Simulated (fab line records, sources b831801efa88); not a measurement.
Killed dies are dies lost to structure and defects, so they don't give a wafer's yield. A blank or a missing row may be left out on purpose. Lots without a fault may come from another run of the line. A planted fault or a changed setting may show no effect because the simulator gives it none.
Split-lot experiment | flow sky130 | 5 lots, 23 wafers read, on a route of 708 steps

THE SPLIT
At SKY_LDD_N_COAT_02 (resist thk 300 nm), the setting resist_thk_nm was moved away from the recipe's 300 nm on 4 of the 23 wafers read, by +1.6% to +3.4%. The other wafers ran this setting at the recipe's value.

The reading is taken at the split's own step.

THE READING
NOVOLAK_of_LDD_N_COAT_02.thk_nm (the simulator's own value, which no gauge read), in nm, at SKY_LDD_N_COAT_02 (resist thk 300 nm). The file gives no usual value for it. The 19 wafers here that ran the recipe average 300.7 nm, standard deviation 0.91 nm.

wafer  | tool, chamber at the split | resist_thk_nm as run, nm | against the recipe | NOVOLAK_of_LDD_N_COAT_02.thk_nm, nm | against lot-mates on the recipe
L074.1 | litho_track-02, 0          | 300                      | recipe             | 301.4                               | -
L074.2 | litho_track-02, 0          | 300                      | recipe             | 301.3                               | -
L074.3 | litho_track-02, 0          | 304.9                    | +1.6%              | 306                                 | +4.4
L074.4 | litho_track-02, 0          | 304.9                    | +1.6%              | 307                                 | +5.4
L074.6 | litho_track-02, 0          | 300                      | recipe             | 302                                 | -
L077.1 | litho_track-02, 0          | 300                      | recipe             | 301.5                               | -
L077.2 | litho_track-02, 0          | 300                      | recipe             | 301.6                               | -
L077.4 | litho_track-02, 0          | 300                      | recipe             | 301.2                               | -
L077.5 | litho_track-02, 0          | 300                      | recipe             | 300.9                               | -
L077.6 | litho_track-02, 0          | 300                      | recipe             | 301.1                               | -
L081.1 | litho_track-01, 0          | 300                      | recipe             | 300.8                               | -
L081.2 | litho_track-01, 0          | 300                      | recipe             | 300.1                               | -
L081.3 | litho_track-01, 0          | 300                      | recipe             | 299.9                               | -
L081.4 | litho_track-01, 0          | 300                      | recipe             | 299.3                               | -
L081.5 | litho_track-01, 0          | 300                      | recipe             | 301                                 | -
L084.2 | litho_track-01, 0          | 310.1                    | +3.4%              | 311.2                               | +10.1
L084.3 | litho_track-01, 0          | 300                      | recipe             | 301.8                               | -
L084.4 | litho_track-01, 0          | 300                      | recipe             | 301.1                               | -
L084.5 | litho_track-01, 0          | 300                      | recipe             | 300.3                               | -
L084.6 | litho_track-01, 0          | 310.1                    | +3.4%              | 311.4                               | +10.3
L085.1 | litho_track-04, 0          | 300                      | recipe             | 298.4                               | -
L085.3 | litho_track-04, 0          | 300                      | recipe             | 300.3                               | -
L085.6 | litho_track-04, 0          | 300                      | recipe             | 299.6                               | -

THE FIT
A straight line over all 23 wafers: NOVOLAK_of_LDD_N_COAT_02.thk_nm changes by +3.21 nm for each +1% of resist_thk_nm; r = +0.97; the points scatter about the line by 0.9 nm.
The same after taking each lot's own level away (the mean of its wafers on the recipe; 23 wafers): +3.04 nm for each +1%; r = +0.99; scatter 0.54 nm.
On that fit, the largest move of resist_thk_nm shifts the reading by 10 nm.
The lots' own levels span 299.43 to 301.57 nm, that is 2.3 times the standard deviation above.
So the lot-to-lot level changes the slope little: the two slopes agree.
Check: with one of the wafers moved furthest among these (+3.4%) left out of the fit, the line predicts +10.3 nm for it against its lot-mates. It came out at +10.1 nm against them.

OTHER SPLITS ON THESE WAFERS
These wafers also went through other splits before the reading. Each is held against what the fit with the lots' levels taken away leaves over:
other split on the same wafers       | wafers away from the commonest value | r with NOVOLAK_of_LDD_N_COAT_02.thk_nm (lot level and that fit taken away)
SKY_SONOS_ONO_OXIDATION_00 ox_time_s | 15                                   | +0.00
SKY_SONOS_ONO_COAT_08 resist_thk_nm  | 4                                    | -0.21
SKY_SONOS_ONO_ETCH_15 source_w       | 4                                    | -0.10
SKY_POLY_GATE_IMPLANT_02 energy_kev  | 7                                    | +0.22

THE WHOLE CHAIN: every reading that the file lists as answering this split, in the file's order
step               | what it does      | reading                                                                          | change (the file's fit)              | r (the file's)
SKY_LDD_N_COAT_02  | resist thk 300 nm | NOVOLAK_of_LDD_N_COAT_02.thk_nm (the simulator's own value, which no gauge read) | +3.03 nm for each +1% of the setting | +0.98
SKY_LDD_N_STRIP_16 | strips in O2/N2   | strip_time_to_endpoint_s                                                         | withheld for each +1% of the setting | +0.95

THE FILE'S OWN FIT
NOVOLAK_of_LDD_N_COAT_02.thk_nm changes by +3.03 nm for each +1% of resist_thk_nm, r = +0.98.
